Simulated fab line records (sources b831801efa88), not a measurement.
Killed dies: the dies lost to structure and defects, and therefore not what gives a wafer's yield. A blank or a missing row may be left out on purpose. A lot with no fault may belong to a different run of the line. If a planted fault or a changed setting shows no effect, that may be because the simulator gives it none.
Check for tools in common + flow gf180mcu + 42 wafers sampled across 11 lots

## REASON IT WAS OPENED
At GF_HV_LDD_TW_MEAS_38 the reading HV_LDD_3_TW is flagged on 3 of 11 lots. Fault-free wafers read 1434, with a standard deviation of 14.
Rule: flag the lot when none of its wafers has a number, or when each of its wafers that has one lies beyond 4 standard deviations from that mean. All remaining lots are regarded as sound.

| lot  | measured     | on           | HV_LDD_3_TW, wafer by wafer   | flag    |
|------|--------------|--------------|-------------------------------|---------|
| L801 | day 11 07:09 | filmMetro-01 | 1407 1407 1409                |         |
| L803 | day 11 21:44 | filmMetro-04 | 1431 1442 1431                |         |
| L805 | day 12 22:01 | filmMetro-01 | 1407 1412 1405                |         |
| L804 | day 12 22:56 | filmMetro-03 | 1448 1443 1443                |         |
| L811 | day 15 07:58 | filmMetro-01 | 1314 1314 1313 1306 1310 1312 | FLAGGED |
| L813 | day 15 17:42 | filmMetro-03 | 1337 1331 1333 1335 1332 1326 | FLAGGED |
| L814 | day 15 19:53 | filmMetro-01 | 1311 1305 1303 1305 1302 1309 | FLAGGED |
| L817 | day 17 00:22 | filmMetro-04 | 1444 1443 1449                |         |
| L821 | day 18 05:52 | filmMetro-04 | 1433 1436 1435                |         |
| L823 | day 18 18:07 | filmMetro-01 | 1432 1433 1433                |         |
| L824 | day 19 01:49 | filmMetro-01 | 1424 1415 1422                |         |
The mean of the flagged lots' numbers is 1317, -117 from the usual (-8 standard deviations).

## LOT BY LOT: THE TOOL USED
The record holds 3 process steps before the reading, out of a route of 602 steps. Cell contents, in order: the tool; ch with the chambers the sampled wafers went through; the start.
| lot  | flag    | GF_DUAL_GATE_STRIP_13               | GF_POLY_GATE_ETCH_13            | GF_HV_LDD_IMPLANT_33            |
|------|---------|-------------------------------------|---------------------------------|---------------------------------|
| L801 |         | plasmaAsher-02 ch 0,1, day 8 03:36  | rieSi-02 ch 0,3, day 8 23:43    | implanter-02 ch 0, day 11 06:29 |
| L803 |         | plasmaAsher-01 ch 0,1, day 8 16:40  | rieSi-02 ch 0,1,2, day 9 12:55  | implanter-04 ch 0, day 11 21:04 |
| L805 |         | plasmaAsher-04 ch 0,1, day 9 13:16  | rieSi-02 ch 0,1,3, day 10 11:22 | implanter-01 ch 0, day 12 21:19 |
| L804 |         | plasmaAsher-02 ch 0,1, day 9 14:16  | rieSi-01 ch 0,1,2, day 10 11:23 | implanter-02 ch 0, day 12 22:17 |
| L811 | FLAGGED | plasmaAsher-01 ch 0,1, day 11 15:16 | rieSi-01 ch 0,3, day 12 15:13   | implanter-02 ch 0, day 15 06:50 |
| L813 | FLAGGED | plasmaAsher-02 ch 0,1, day 11 23:56 | rieSi-02 ch 2,3, day 12 23:25   | implanter-02 ch 0, day 15 17:00 |
| L814 | FLAGGED | plasmaAsher-01 ch 0,1, day 12 02:27 | rieSi-02 ch 0,1, day 13 01:47   | implanter-02 ch 0, day 15 19:14 |
| L817 |         | plasmaAsher-01 ch 0,1, day 13 04:23 | rieSi-02 ch 0,2,3, day 14 03:52 | implanter-01 ch 0, day 16 23:41 |
| L821 |         | plasmaAsher-01 ch 0,1, day 14 00:53 | rieSi-01 ch 2,3, day 15 01:31   | implanter-04 ch 0, day 18 05:11 |
| L823 |         | plasmaAsher-02 ch 0,1, day 14 16:53 | rieSi-02 ch 0,1,3, day 15 17:58 | implanter-02 ch 0, day 18 17:26 |
| L824 |         | plasmaAsher-02 ch 0,1, day 15 01:05 | rieSi-01 ch 1,3, day 16 02:31   | implanter-04 ch 0, day 19 01:07 |
What these steps do:
- GF_DUAL_GATE_STRIP_13: strips in O2/N2.
- GF_POLY_GATE_ETCH_13: etches poly-Si in HBr/Cl2, stops on SiO2, target depth 198.5 nm, time 69.6 s.
- GF_HV_LDD_IMPLANT_33
- GF_HV_LDD_TW_MEAS_38

## FLAGGED OVER TOTAL, TOOL BY TOOL (the gauges that took the reading come last)
| step                  | tool           | lots run | flagged | share of the flagged lots | sound lots run after its first flagged lot |
|-----------------------|----------------|----------|---------|---------------------------|--------------------------------------------|
| GF_DUAL_GATE_STRIP_13 | plasmaAsher-01 | 5        | 2       | some                      | 2 (L817,L821)                              |
| GF_DUAL_GATE_STRIP_13 | plasmaAsher-02 | 5        | 1       | some                      | 2 (L823,L824)                              |
| GF_DUAL_GATE_STRIP_13 | plasmaAsher-04 | 1        | 0       | none                      | -                                          |
| GF_POLY_GATE_ETCH_13  | rieSi-01       | 4        | 1       | some                      | 2 (L821,L824)                              |
| GF_POLY_GATE_ETCH_13  | rieSi-02       | 7        | 2       | some                      | 2 (L817,L823)                              |
| GF_HV_LDD_IMPLANT_33  | implanter-01   | 2        | 0       | none                      | -                                          |
| GF_HV_LDD_IMPLANT_33  | implanter-02   | 6        | 3       | all                       | 1 (L823)                                   |
| GF_HV_LDD_IMPLANT_33  | implanter-04   | 3        | 0       | none                      | -                                          |
| GF_HV_LDD_TW_MEAS_38  | filmMetro-01   | 6        | 2       | some                      | 2 (L823,L824)                              |
| GF_HV_LDD_TW_MEAS_38  | filmMetro-03   | 2        | 1       | some                      | 0                                          |
| GF_HV_LDD_TW_MEAS_38  | filmMetro-04   | 3        | 0       | none                      | -                                          |

## WHAT THE TABLE ALLOWS
1 row of the table ran every flagged lot: implanter-02 at GF_HV_LDD_IMPLANT_33.
- implanter-02 at GF_HV_LDD_IMPLANT_33: 3 of its 6 lots flagged. Sound lots followed the first flagged one (L823) on it, something a lasting fault affecting the whole tool could not allow. Its own readings lie more than 4 standard deviations out on every wafer of the flagged lots: doseIonsCm2, faradayCurrentUA.
Every row of the table either missed a flagged lot or ran a sound lot after the first.

## WHAT WAS PUT IN BY THE SIMULATOR
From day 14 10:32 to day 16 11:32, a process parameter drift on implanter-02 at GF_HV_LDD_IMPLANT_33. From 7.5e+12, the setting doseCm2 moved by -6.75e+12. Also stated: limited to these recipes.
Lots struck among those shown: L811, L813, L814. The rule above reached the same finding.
